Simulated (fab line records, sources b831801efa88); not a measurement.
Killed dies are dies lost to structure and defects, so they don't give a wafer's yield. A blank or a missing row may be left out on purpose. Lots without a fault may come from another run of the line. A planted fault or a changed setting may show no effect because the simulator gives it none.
Problem report in the 8D (eight disciplines) form, filled by code | flow sky130 | the parts of the form that need people (team, actions taken, sign-off) are left out

1. THE PROBLEM
VT_ADJUST_LVTN_2_TW at SKY_VT_ADJUST_LVTN_TW_MEAS_21 reads a mean of 200.5 on 6 wafers of 2 lots; wafers without a fault read 190.0 with a standard deviation of 1.6. That is +6.6 standard deviations from the usual mean.
First seen on wafer L767.1, day 13 13:59, on film_metro-01. The record holds 36 wafers of 12 lots with a number at this step. Rule for "out", or "out of limits": more than 4 standard deviations from the usual mean. The other wafers with a number count as sound.

2. WHAT IT IS AND WHAT IT IS NOT
question                    | is                           | is not
which readings at this step | VT_ADJUST_LVTN_2_TW          | -
which lots                  | L767, L770                   | L747, L748, L750, L751, L752, L753, L754, L757, L759, L760
which wafers of those lots  | all that have a number       | -
read on which gauges        | film_metro-01, film_metro-03 | film_metro-02
when                        | from day 13 13:59            | up to then (30 sound wafers)

3. SUSPECTS, AND WHAT RULES EACH OUT
Counting: a tool at a process step up to the reading stays a suspect if it ran every lot that is out and no sound lot after the first of them.
- the gauge at SKY_VT_ADJUST_LVTN_TW_MEAS_21: ruled out. The wafers that are out were read on 2 gauges (film_metro-01, film_metro-03).
- implanter-01 at SKY_VT_ADJUST_LVTN_IMPLANT_19: kept. It ran every lot that is out, first L767 (day 13 13:44), and no sound lot after that; its last sound lot up to then is L757 (day 10 09:31). Its own readings are out on those wafers: dose_ions_cm2, faraday_current_uA.
Left after counting: implanter-01 at SKY_VT_ADJUST_LVTN_IMPLANT_19.

4. THE CAUSE (what the simulator had put in)
Process parameter drift: implanter-01, from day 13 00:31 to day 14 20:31, at SKY_VT_ADJUST_LVTN_IMPLANT_19. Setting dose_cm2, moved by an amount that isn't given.
Counting left only this tool.

5. THE CHAIN OF EFFECTS, in route order
Each row: a reading whose mean over the struck wafers that have a number lies more than 3 standard deviations from the usual. Only readings for which the record gives a usual standard deviation are gone through. hours: the time from each lot's start at the first step in this table that gives one to its start at this step, as a median over the lots. sigmas: the change in usual standard deviations.
hours | step                          | reading             | usual   | on struck wafers | change   | sigmas
0     | SKY_VT_ADJUST_LVTN_IMPLANT_19 | dose_ions_cm2       | 6.5e+11 | 8.0e+11          | +1.5e+11 | +99 or more
0     | SKY_VT_ADJUST_LVTN_IMPLANT_19 | faraday_current_uA  | 3.66    | 4.43             | +0.77    | +11
0     | SKY_VT_ADJUST_LVTN_TW_MEAS_21 | VT_ADJUST_LVTN_2_TW | 190.0   | 200.5            | +10.5    | +6.6
The process steps in it:
- SKY_VT_ADJUST_LVTN_IMPLANT_19
Later measuring or inspecting steps at which every struck wafer that the step has a row for has a number for every such reading, and none has moved that far: SKY_LDD_N_TW_MEAS_17.

6. WHAT WOULD HAVE CAUGHT IT SOONER
In this record the first reading out of limits at a measuring or inspecting step was taken at day 13 13:59, 13 hours after the fault began at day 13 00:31.
The tool's own readings at SKY_VT_ADJUST_LVTN_IMPLANT_19 were out on every struck wafer that the step has a row for (dose_ions_cm2, faraday_current_uA): an alarm limit on them would have fired on the first of those.
Of the lots that are out (2), L770 began SKY_VT_ADJUST_LVTN_IMPLANT_19 on implanter-01 after day 13 13:59. A hold on the tool at that time would have spared it.
